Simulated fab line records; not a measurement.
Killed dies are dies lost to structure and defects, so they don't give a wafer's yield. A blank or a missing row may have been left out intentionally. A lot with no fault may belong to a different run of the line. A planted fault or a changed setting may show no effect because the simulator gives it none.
One fault through the eyes of 2 desks + flow sky130 + each desk holds nothing but its own numbers, with what lay behind them at the end

== AT THE METROLOGY DESK ==
What the gauges read, lot by lot, whatever tool the lot ran on: means of the sampled wafers that have a number. The brackets show how far a lot's mean lies from the usual mean; more than 4 standard deviations puts the lot out of limits, marked OUT.
Columns: A = cdNm at SKY_VT_ADJUST_HVTR_CD_MEAS_07, usual 379.6 nm; B = SONOS_TUNNEL_OVL at SKY_SONOS_TUNNEL_OVL_MEAS_08, usual -0.2 nm; C = POLY_GATE_CVD_00_THK at SKY_POLY_GATE_THK_MEAS_01, usual 179.9 nm
| lot  | first seen here | A     | B    | C               |
|------|-----------------|-------|------|-----------------|
| L573 | day 9 13:58     | 376.2 | -0.7 | 179.7           |
| L575 | day 10 02:59    | 375.1 | 0.7  | 181.0           |
| L578 | day 11 17:32    | 380.2 | -1.7 | 179.6           |
| L580 | day 12 06:34    | 382.7 | -0.7 | 178.8           |
| L581 | day 12 09:54    | 377.1 | -0.7 | 177.1           |
| L586 | day 13 14:19    | 378.0 | -1.5 | 179.3           |
| L587 | day 13 23:20    | 381.7 | 0.8  | 127.9 (-31) OUT |
| L589 | day 14 11:41    | 379.5 | 1.9  | 128.0 (-31) OUT |
| L588 | day 14 14:22    | 382.6 | 1.0  | 126.0 (-32) OUT |
| L593 | day 17 00:28    | 380.2 | 1.4  | 181.8           |
This desk finds L587, L588, L589 out of limits, with the earliest case on L587 at day 19 05:48 (POLY_GATE_CVD_00_THK at SKY_POLY_GATE_THK_MEAS_01). In limits: L573, L575, L578, L580, L581, L586, L593.

== FOR THE TOOL OWNER'S DESK: lpcvd-01 ==
The tool's own readings at SKY_POLY_GATE_CVD_00 (deposits poly-Si, target thk 180 nm, time 720 s): means of the sampled wafers that have a number, for each lot that ran on this tool. The brackets show how far a lot's mean lies from the usual mean; more than 4 standard deviations puts the lot out of limits, marked OUT. It has 8 readings, of which 7 appear: the earliest out of limits, and the ones furthest out on some lot.
Columns: A = spikeTcBottomC at SKY_POLY_GATE_CVD_00, usual 642 C; B = spikeTcCentreC at SKY_POLY_GATE_CVD_00, usual 620.4 C; C = spikeTcLowerC at SKY_POLY_GATE_CVD_00, usual 620.2 C; D = spikeTcTopC at SKY_POLY_GATE_CVD_00, usual 641.0 C; E = spikeTcUpperC at SKY_POLY_GATE_CVD_00, usual 619.9 C; F = susceptorTempC at SKY_POLY_GATE_CVD_00, usual 620.06 C; G = zonePowerCentrePct at SKY_POLY_GATE_CVD_00, usual 9.49 %
| lot  | first seen here | A   | B               | C               | D                | E               | F                | G               |
|------|-----------------|-----|-----------------|-----------------|------------------|-----------------|------------------|-----------------|
| L573 | day 13 21:31    | 648 | 620.6           | 621.3           | 638.4            | 619.9           | 620.09           | 9.29            |
| L575 | day 14 17:55    | 647 | 620.6           | 621.9           | 639.8            | 620.2           | 619.95           | 9.45            |
| L578 | day 16 11:05    | 637 | 620.3           | 619.7           | 642.7            | 620.3           | 620.31           | 9.57            |
| L580 | day 17 03:56    | 638 | 621.0           | 619.1           | 642.1            | 621.1           | 620.18           | 9.62            |
| L581 | day 17 08:43    | 637 | 620.2           | 618.9           | 642.2            | 620.1           | 620.00           | 9.54            |
| L586 | day 18 17:43    | 648 | 620.5           | 621.1           | 638.6            | 620.4           | 620.19           | 9.37            |
| L587 | day 19 04:35    | 624 | 607.1 (-11) OUT | 605.5 (-11) OUT | 629.2 (-5.4) OUT | 604.4 (-16) OUT | 605.40 (-59) OUT | 9.16            |
| L589 | day 19 14:23    | 623 | 605.7 (-12) OUT | 605.7 (-11) OUT | 628.0 (-5.9) OUT | 604.6 (-15) OUT | 605.13 (-60) OUT | 9.24            |
| L588 | day 19 19:17    | 632 | 605.5 (-12) OUT | 606.7 (-10) OUT | 624.1 (-7.7) OUT | 605.5 (-15) OUT | 605.59 (-58) OUT | 8.97 (-4.0) OUT |
| L593 | day 22 12:10    | 647 | 619.5           | 620.4           | 639.6            | 619.9           | 620.23           | 9.36            |
Finding of this desk: L587, L588, L589 out of limits; the first was L587 at day 19 04:35, on spikeTcCentreC at SKY_POLY_GATE_CVD_00. In limits: L573, L575, L578, L580, L581, L586, L593.

== ALL TOGETHER ==
An alarm could have come from the tool owner's desk at day 19 04:35, on L587, L588, L589.
The metrology desk could have raised an alarm at day 19 05:48, on L587, L588, L589.
The lots listed all ran SKY_POLY_GATE_CVD_00 on lpcvd-01.

== WHAT HAD BEEN PUT IN BY THE SIMULATOR ==
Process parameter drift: lpcvd-01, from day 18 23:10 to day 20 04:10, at SKY_POLY_GATE_CVD_00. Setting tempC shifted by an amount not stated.
Shown lots that were struck: L587, L588, L589.
Fault start to first reading out of limits, in hours, per desk: tool owner, 5; metrology, 7.
